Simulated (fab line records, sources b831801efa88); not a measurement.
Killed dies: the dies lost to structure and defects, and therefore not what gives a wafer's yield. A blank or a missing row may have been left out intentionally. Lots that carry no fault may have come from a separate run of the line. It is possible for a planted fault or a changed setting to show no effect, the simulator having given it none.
A lot that was struck, set against a sound lot :: flow sfqLine :: 14 out of 325 route steps
Sound: these wafers, L504.1, L504.2, L504.3. Struck: wafers L513.3, L513.4, L513.5. Last of all comes the cause.
Per side, at each step with rows, come the tool, then ch with its chambers, and then its first start. Under that, the readings that differ: sound wafers :: struck wafers :: difference of the means :: sigmas: that difference in standard deviations of wafers without a fault.
alike: same words and numbers on both sides, and readings whose means sit less than 2 such deviations apart. not compared: any withheld reading, any reading some wafer has no value for, any bound like >300 that may hide the same value, and any number with overlapping values for which the record gives no deviation.
A row with sigmas, a row that says differs or no value, or rows on one side alone: a step with any of these is where the two part. Non-overlapping numbers with no deviation appear without sigmas and do not part them. Lack of a reading on every wafer of one side parts them only where that side has two or more wafers.

SFQ_TRILAYER_L0_STRIP_STRIP_009: strips in O2.
  sound on rieMetal-04 ch 1, day 4 10:31; struck on rieMetal-03 ch 0,1, day 6 06:55
  alike: chamberPressureMTorr, drypumpMotorCurrentA, oesProductAu
  not compared: rfHoursCounterH
then, 1 step without rows for these wafers: SFQ_TRILAYER_L0_STRIP_SOLV_CLEAN_010 (cleans in NMP, time 600 s).
SFQ_TRILAYER_L0_CAP_PECVD_011: deposits SiO2 from SiH4/N2O, time 13.333 s, target thk 60 nm.
  sound on pecvd-01 ch 0,2, day 4 11:53; struck on pecvd-03 ch 0,1,2, day 6 07:30
  alike: heaterPowerOuterW, heaterPowerW, throttleValvePct
  not compared: sinceWetCleanH
then, 6 steps without rows for these wafers: SFQ_TRILAYER_L0_VIA_LITHO_COAT_018 (resist thk 62 nm); SFQ_TRILAYER_L0_VIA_LITHO_COAT_013 (resist thk 650 nm); SFQ_TRILAYER_L0_VIA_LITHO_SOFTBAKE_017; SFQ_TRILAYER_L0_VIA_LITHO_EXPOSE_014 (exposes mask L0V, target cd 700 nm); SFQ_TRILAYER_L0_VIA_LITHO_PEB_016 (peb time 60 s); SFQ_TRILAYER_L0_VIA_LITHO_DEVELOP_015 (time 60 s).
-- the record jumps here: 2 days lie between the struck wafers' starts before and after --
SFQ_L0V_OVL_MEAS_903:
  sound: overlay-01 at day 6 08:01; struck: overlay-01 at day 8 07:56
  alike: L0V_OVL
SFQ_TRILAYER_L0_VIA_BARC_OPEN_VIA_ETCH_021: etches BARC in O2, target depth 125 nm, time 41.7 s.
  sound on rieDiel-04 ch 1,2,3, day 6 08:03; struck on rieDiel-04 ch 0,1,3, day 8 07:57
  alike: drypumpMotorCurrentA, oesProductAu
  not compared: rfHoursCounterH
SFQ_TRILAYER_L0_VIA_ETCH_VIA_ETCH_016: etches SiO2 in CHF3, stops on MoNx KI, target depth 80 nm.
  sound on rieDiel-04 ch 1,2,3, day 6 08:05; struck on rieDiel-04 ch 0,1,3, day 8 07:59
  alike: drypumpMotorCurrentA, oesProductAu
SFQ_TRILAYER_L0_VIA_STRIP_STRIP_017: strips in O2.
  sound on rieMetal-03 ch 0,1, day 6 08:08; struck on rieMetal-04 ch 0,1, day 8 08:18
reading: chamberPressureMTorr (mTorr)
sound: 49.98 50.01 49.96
struck: 60.01 59.92 59.95
difference: +9.98
sigmas: +99 or more
  alike: drypumpMotorCurrentA, oesProductAu
  not compared: rfHoursCounterH
then, 1 step without rows for these wafers: SFQ_TRILAYER_L0_VIA_STRIP_SOLV_CLEAN_018 (cleans in NMP, time 600 s).

WHERE THEY PART
Only at SFQ_TRILAYER_L0_VIA_STRIP_STRIP_017, within this record.

WHY: what the simulator had put in
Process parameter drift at SFQ_TRILAYER_L0_VIA_STRIP_STRIP_017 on rieMetal-04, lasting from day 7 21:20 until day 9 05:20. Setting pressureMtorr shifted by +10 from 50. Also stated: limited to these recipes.
